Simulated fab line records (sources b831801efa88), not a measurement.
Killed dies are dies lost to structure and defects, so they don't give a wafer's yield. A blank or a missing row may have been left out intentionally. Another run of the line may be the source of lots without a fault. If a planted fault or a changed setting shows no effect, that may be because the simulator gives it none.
Code-filled problem report in 8D (eight disciplines) form	flow sky130	the parts of the form that need people (team, actions taken, sign-off) are left out

1. THE PROBLEM
killed-at-contacts at SKY_PAD_OPEN_PROBE_99 reads a mean of 56 on 2 wafers of 1 lot; wafers without a fault read 24 with a standard deviation of 5.2. Measured from the usual mean, that is +6.1 standard deviations.
The first sign was on wafer L317.2 at day 47 11:56, on prober-01. The record holds 3 wafers of 1 lot with a number at this step. By rule, "out" or "out of limits" means more than 4 standard deviations away from the usual mean. The other wafers with a number count as sound.

2. WHAT THIS IS AND IS NOT
question	is	is not
which readings at this step	killed-at-contacts	killed_at_M0_to_M3, killed_at_M4_up, killed-at-front-end, killed-at-other, killed-open, killed-short
which lots	L317	-
which wafers of those lots	L317.2, L317.6	L317.5
read on which tools	prober-01	-
when	from day 47 11:56	up to then (0 sound wafers); but 1 sound wafer of L317 came after

3. SUSPECTS, AND WHAT RULES EACH OUT
Counting: if a tool at a process step up to the reading ran every lot that is out, it stays a suspect. Sound lots after the first of them don't rule it out here, since some wafers of a struck lot are sound.
- rie-diel-02 at SKY_LI_CONTACT_ETCH_15 (etches PSG in C4F8/O2/Ar, stops on Si, target depth 600 nm): kept. It ran the lot that is out, L317 (day 31 12:10).
- prober-01 at SKY_PAD_OPEN_PROBE_99: kept. It ran the lot that is out, L317 (day 47 11:56). Its own readings are out on those wafers: killed-at-contacts.
- The sound lot-mates ran in chamber 1 of rie-diel-02 at SKY_LI_CONTACT_ETCH_15, but the wafers that are out ran in chamber 2.
The count leaves prober-01 at SKY_PAD_OPEN_PROBE_99 and rie-diel-02 at SKY_LI_CONTACT_ETCH_15.

4. THE CAUSE (what the simulator had put in)
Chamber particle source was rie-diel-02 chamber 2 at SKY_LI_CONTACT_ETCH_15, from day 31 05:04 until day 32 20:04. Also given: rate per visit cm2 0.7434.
Counting leaves 2 suspects; this tool is one of them.

5. THE EFFECT CHAIN, in route order
One row per reading whose mean, taken over the struck wafers that have a number, lies over 3 standard deviations from the usual. Readings are gone through only where the record gives a usual standard deviation; hours: the median, over the lots, of the time from a lot's start at the first step in this table giving one to that lot's start at this step; sigmas: the change measured in usual standard deviations.
hours	step	reading	usual	on struck wafers	change	sigmas
0	SKY_PAD_OPEN_PROBE_99	killed-at-contacts	24	56	+32	+6.1
Process steps it contains:
- SKY_PAD_OPEN_PROBE_99

6. HOW IT WOULD HAVE BEEN CAUGHT EARLIER
First out-of-limits reading in this record: day 47 11:56, which is 391 hours after fault onset at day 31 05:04.
No tool reading at SKY_LI_CONTACT_ETCH_15 that has a usual standard deviation in the record was out on any struck wafer, so an alarm limit of 4 standard deviations on those readings would not have fired.
Each of the lots that are out, 1 in all, had begun SKY_LI_CONTACT_ETCH_15 on rie-diel-02 no later than day 47 11:56. A hold on the tool at that time would have spared none of them.
